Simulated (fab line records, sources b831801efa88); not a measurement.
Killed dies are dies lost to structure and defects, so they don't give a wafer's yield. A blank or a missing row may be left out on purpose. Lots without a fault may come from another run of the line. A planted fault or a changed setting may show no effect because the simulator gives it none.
fab line records | flow sky130
record lots=6 wafers=18 last_day=50
route steps=708 shown LDD_HVP@285 LDD_LDN@289
lots that met no fault: from a run of the same line without faults
start_h: hours from the record's first day to the start of the lot's first wafer shown | wait_h: hours since the lot's step before | " the same as in the row above | L1.1+2: a row that stands for several wafers | - no value, or no start given | * or withheld: withheld | < > ~ a bound
route shown NAME@n: a module of which the file shows steps, and the number in the route of the first | usual: mean/standard deviation of fault-free wafers | same: alike in all rows | chamber/n: place in a boat | sites: the reading at each site | _std_site: their standard deviation | _edge_site: outer sites' mean less inner sites' | radius_mm: how far each site lies from the wafer's centre | mask NAME#n: copy n | behind: the tool/chamber that last shaped the wafer | hold: why the lot was held/for how many hours/how that ended | device: the transistor (n, p or np) that didn't switch | end of line: the same wafers' tests at the end of the route | a step without rows: its recipe alone | killed: dies lost to structure and defects at the first sort, not the wafer's yield | map: a wafer's dies, x killed, . not, _ none there
set.NAME: the setting as run; set.NAME@STEP: as run at that earlier step | model.NAME: the simulator's own value behind a step, which no gauge read
lots at some steps of the route; a table a step, a row a wafer
services: from which hour (start_h, from the record's first day; less than 0 if before it) a tool's chamber was out of use, for how many hours, and why
## steps
# step SKY_LDD_HVP_OVL_MEAS_07
# usual LDD_HVP_OVL=-0.3/1.2
# columns lot.wafer tool chamber start_h wait_h LDD_HVP_OVL[nm]
L532.4 overlay-02 - 559.65 0.1 -0.3
L532.5 " - " " -3.1
L532.6 " - " " -1.3
L536.1 overlay-02 - 593.58 0.1 -1.0
L536.2 " - " " 0.9
L536.3 " - " " 0.2
L537.1 overlay-02 - 598.68 0.1 -2.2
L537.2 " - " " 0.7
L537.6 " - " " 1.0
L544.1 overlay-01 - 665.28 0.1 -0.7
L544.2 " - " " -1.4
L544.4 " - " " 0.8
L546.3 overlay-02 - 689.24 0.1 -0.2
L546.4 " - " " 0.9
L546.5 " - " " 0.7
L548.1 overlay-01 - 709.68 0.1 2.2
L548.2 " - " " 0.2
L548.4 " - " " 1.7
# step SKY_LDD_HVP_IMPLANT_08
# recipe species=B energy_kev=20 dose_cm2=1.7e+13 tilt_deg=17.9
# step SKY_LDD_HVP_STRIP_09
# recipe chemistry=O2/N2 power_w=1400 pressure_mtorr=1500 platen_temp_c=withheld o2_flow_sccm=3000 n2_flow_sccm=300 overash_fraction=0.5
# usual drypump_motor_current_A=5.6/0.53 n2_flow_sccm=300.1/0.94 oes_product_au=0.409/0.005 strip_time_to_endpoint_s=4.134/0.015
# columns lot.wafer tool chamber start_h wait_h drypump_motor_current_A n2_flow_sccm oes_product_au rf_hours_counter_h strip_time_to_endpoint_s
L532.4 plasma_asher-04 1 559.85 0.1 5.2 299.5 0.405 - 4.125
L532.5 " 0 " " 5.0 300.5 0.408 - 4.122
L532.6 " 1 " " 5.2 298.8 0.418 - 4.116
L536.1 plasma_asher-01 1 593.77 0.1 5.7 299.7 0.411 16 4.135
L536.2 " 0 " " 6.3 301.0 0.413 16 4.121
L536.3 " 1 " " 5.7 300.6 0.404 - 4.131
L537.1 plasma_asher-01 1 598.92 0.2 5.6 301.2 0.405 17 4.145
L537.2 " 0 " " 6.4 299.5 0.406 17 4.147
L537.6 " 1 " " 5.6 299.9 0.419 - 4.130
L544.1 plasma_asher-02 1 665.46 0.1 6.1 299.6 0.407 53 4.130
L544.2 " 0 " " 5.0 301.6 0.405 53 4.104
L544.4 " 1 " " 6.1 299.3 0.402 - 4.111
L546.3 plasma_asher-02 1 689.45 0.1 6.1 300.6 0.403 - 4.110
L546.4 " 0 " " 5.0 300.3 0.404 - 4.121
L546.5 " 0 " " 5.0 300.5 0.399 - 4.123
L548.1 plasma_asher-04 1 709.87 0.1 5.2 298.2 0.410 89 4.146
L548.2 " 0 " " 5.0 299.3 0.411 89 4.120
L548.4 " 0 " " 5.0 298.5 0.412 - 4.147
# step SKY_LDD_HVP_TW_MEAS_10
# usual LDD_HVP_TW=457/7.5
# columns lot.wafer tool chamber start_h wait_h LDD_HVP_TW
L532.4 film_metro-02 - 559.94 0.1 459
L532.5 " - " " 461
L532.6 " - " " 457
L536.1 film_metro-01 - 593.87 0.1 467
L536.2 " - " " 466
L536.3 " - " " 464
L537.1 film_metro-02 - 599.02 0.1 460
L537.2 " - " " 460
L537.6 " - " " 460
L544.1 film_metro-03 - 665.56 0.1 452
L544.2 " - " " 448
L544.4 " - " " 450
L546.3 film_metro-03 - 689.53 0.1 452
L546.4 " - " " 450
L546.5 " - " " 451
L548.1 film_metro-03 - 709.97 0.1 450
L548.2 " - " " 449
L548.4 " - " " 447
# step SKY_LDD_LDN_DEHYDRATE_00
# recipe temp_c=200 time_s=60
# step SKY_LDD_LDN_HMDS_01
# recipe prime_time_s=60 prime_temp_c=120
# step SKY_LDD_LDN_COAT_02
# recipe resist=NOVOLAK spin_rpm=3000 resist_thk_nm=1140
# step SKY_LDD_LDN_SOFTBAKE_03
# recipe temp_c=90 time_s=60 resist=NOVOLAK
# step SKY_LDD_LDN_EXPOSE_04
# recipe mask_id=LDNTM na=0.6 source_shape=conventional sigma_outer=0.6 polarization=unpolarized target_cd_nm=700 dose_mj=140
# step SKY_LDD_LDN_PEB_05
# recipe temp_c=withheld time_s=* resist=NOVOLAK
# step SKY_LDD_LDN_DEVELOP_06
# recipe resist=NOVOLAK developer=TMAH develop_time_s=60 dev_temp_c=23
# step SKY_LDD_LDN_OVL_MEAS_07
# usual LDD_LDN_OVL=1.2/1.3
# columns lot.wafer tool chamber start_h wait_h LDD_LDN_OVL[nm]
L532.4 overlay-02 - 590.20 0.1 0.6
L532.5 " - " " -0.6
L532.6 " - " " 0.8
L536.1 overlay-02 - 621.73 0.1 0.1
L536.2 " - " " 2.1
L536.3 " - " " 0.2
L537.1 overlay-01 - 627.13 0.1 0.1
L537.2 " - " " 2.1
L537.6 " - " " 2.5
L544.1 overlay-01 - 693.69 0.1 0.8
L544.2 " - " " 0.3
L544.4 " - " " 0.8
L546.3 overlay-02 - 716.75 0.1 0.4
L546.4 " - " " 0.6
L546.5 " - " " -0.6
L548.1 overlay-02 - 737.13 0.1 2.3
L548.2 " - " " 3.7
L548.4 " - " " 2.5
# step SKY_LDD_LDN_IMPLANT_08
# recipe species=As energy_kev=15 dose_cm2=1.25e+13 tilt_deg=withheld rotation_deg=23
# usual beam_energy_keV=15.000/0.0044 beam_on_s=10.02/0.2
# columns lot.wafer tool chamber start_h wait_h beam_energy_keV beam_on_s
L532.4 implanter-02 0 590.29 0.1 14.999 10.00
L532.5 " 0 " " 14.999 10.17
L532.6 " 0 " " 15.004 9.93
L536.1 implanter-04 - 621.77 0.0 - -
L536.2 " - " " - -
L536.3 " - " " - -
L537.1 implanter-04 - 627.16 0.0 - -
L537.2 " - " " - -
L537.6 " - " " - -
L544.1 implanter-04 0 693.73 0.0 15.002 10.11
L544.2 " 0 " " 15.004 10.24
L544.4 " 0 " " 15.009 9.56
L546.3 implanter-01 0 716.83 0.1 15.003 10.28
L546.4 " 0 " " 15.000 9.87
L546.5 " 0 " " 14.997 9.63
L548.1 implanter-01 0 737.16 0.0 15.000 10.00
L548.2 " 0 " " 14.994 10.06
L548.4 " 0 " " 15.001 10.09
# step SKY_LDD_LDN_IMPLANT_09
# recipe species=As energy_kev=15.17 dose_cm2=1.25e+13 tilt_deg=withheld rotation_deg=113
# step SKY_LDD_LDN_IMPLANT_10
# recipe species=As energy_kev=15 dose_cm2=1.25e+13 tilt_deg=withheld rotation_deg=203
# step SKY_LDD_LDN_IMPLANT_11
# recipe species=As energy_kev=15 dose_cm2=1.25e+13 tilt_deg=withheld rotation_deg=293
# step SKY_LDD_LDN_STRIP_12
# recipe chemistry=O2/N2 power_w=1400 pressure_mtorr=1500 platen_temp_c=withheld o2_flow_sccm=3000 n2_flow_sccm=300 overash_fraction=0.5
# usual drypump_motor_current_A=5.7/0.49 n2_flow_sccm=299.9/0.97 oes_product_au=0.716/0.0045 strip_time_to_endpoint_s=14.19/0.037
# columns lot.wafer tool chamber start_h wait_h drypump_motor_current_A n2_flow_sccm oes_product_au rf_hours_counter_h strip_time_to_endpoint_s
L532.4 plasma_asher-03 0 590.85 0.1 5.2 299.6 0.717 - 14.19
L532.5 " 1 " " 6.1 300.3 0.713 - 14.24
L532.6 " 0 " " 5.2 298.1 0.722 - 14.26
L536.1 plasma_asher-01 1 622.37 0.1 5.7 302.0 0.716 19 14.30
L536.2 " 0 " " 6.3 299.6 0.718 19 14.23
L536.3 " 1 " " 5.7 298.9 0.712 - 14.25
L537.1 plasma_asher-03 0 627.76 0.1 5.2 301.0 0.724 91 14.12
L537.2 " 1 " " 6.1 299.8 0.721 91 14.16
L537.6 " 0 " " 5.2 301.9 0.721 - 14.17
L544.1 plasma_asher-01 0 694.33 0.1 6.4 299.6 0.711 27 14.15
L544.2 " 1 " " 5.7 300.2 0.711 27 14.16
L544.4 " 1 " " 5.7 300.4 0.720 - 14.20
L546.3 plasma_asher-02 0 717.41 0.1 5.0 300.2 0.719 - 14.15
L546.4 " 1 " " 6.1 298.1 0.717 - 14.15
L546.5 " 1 " " 6.1 299.1 0.715 - 14.22
L548.1 plasma_asher-02 1 737.76 0.1 6.1 299.8 0.715 60 14.16
L548.2 " 0 " " 5.0 301.3 0.708 60 14.16
L548.4 " 0 " " 5.0 302.2 0.719 - 14.15
# step SKY_LDD_LDN_TW_MEAS_13
# usual LDD_LDN_TW=1481/15
# columns lot.wafer tool chamber start_h wait_h hold LDD_LDN_TW
L532.4 film_metro-04 - 590.94 0.1 - 1491
L532.5 " - " " - 1490
L532.6 " - " " - 1483
L536.1 film_metro-03 - 622.47 0.1 await_dispo/0.2h/release 1341
L536.2 " - " " await_dispo/0.2h/release 1347
L536.3 " - " " await_dispo/0.2h/release 1341
L536.1 film_metro-03 - 622.69 0.2 - 1342
L536.2 " - " " - 1343
L536.3 " - " " - 1348
L537.1 film_metro-02 - 627.86 0.1 await_dispo/0.2h/release 1363
L537.2 " - " " await_dispo/0.2h/release 1370
L537.6 " - " " await_dispo/0.2h/release 1372
L537.1 film_metro-02 - 628.09 0.2 - 1370
L537.2 " - " " - 1366
L537.6 " - " " - 1363
L544.1 film_metro-04 - 694.43 0.1 - 1487
L544.2 " - " " - 1485
L544.4 " - " " - 1488
L546.3 film_metro-02 - 717.50 0.1 - 1488
L546.4 " - " " - 1483
L546.5 " - " " - 1495
L548.1 film_metro-02 - 737.86 0.1 - 1499
L548.2 " - " " - 1495
L548.4 " - " " - 1493
## services
# columns tool chamber start_h hours kind
plasma_asher-04 - 537.89 0.5 repair
implanter-02 - 541.21 40.7 pm
plasma_asher-01 - 545.91 7.1 repair
plasma_asher-04 - 578.99 1.3 repair
plasma_asher-02 - 581.25 0.8 repair
implanter-02 - 581.87 4.3 pm
plasma_asher-02 - 589.04 14.1 repair
implanter-04 - 589.46 1.2 repair
implanter-02 - 620.76 2.2 repair
plasma_asher-04 - 629.67 0.7 repair
plasma_asher-04 - 646.79 14.6 pm
implanter-04 - 652.78 1.5 repair
implanter-04 - 655.35 3.2 pm
implanter-02 - 660.29 13.7 repair
implanter-01 - 669.43 3.3 pm
implanter-04 - 715.93 23.7 pm
plasma_asher-03 - 733.75 9.0 pm
plasma_asher-03 0 733.75 9.0 vent_cycle
plasma_asher-03 1 733.75 9.0 vent_cycle
## key
first_sign step=SKY_LDD_LDN_IMPLANT_08 reading=tool_record direction=missing
effect step=SKY_LDD_LDN_TW_MEAS_13 reading=visit direction=added
effect step=SKY_LDD_LDN_TW_MEAS_13 reading=LDD_LDN_TW direction=down sigmas=8.4 usual=1481 struck=1356
met_at SKY_LDD_LDN_IMPLANT_08
struck_wafers L536.1,L536.2,L536.3,L537.1,L537.2,L537.6
later_rows_left_out L536.1,L536.2,L536.3,L537.1,L537.2,L537.6
sort_left_out L536.1,L536.2,L536.3,L537.1,L537.2,L537.6
tester_left_out L536,L537
fault kind=skipped_step_whole tool=implanter-04 chamber=- onset_h=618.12 steps=SKY_LDD_LDN_IMPLANT_08 scope=struck_lots_only
# tester_left_out: of these lots the tester's yield and bins aren't shown, on N5 and GAA mostly nor the transistor test; their killed dies are dies lost to structure and defects alone, not to doping, threshold or leakage, so they don't give the yield
# sort_left_out: the simulated sort isn't trusted on such a fault, so these wafers' sort isn't shown, and their yield isn't known
# later_rows_left_out: the simulator's readings of these wafers behind a module that went badly wrong aren't trusted and aren't shown, but for the sort
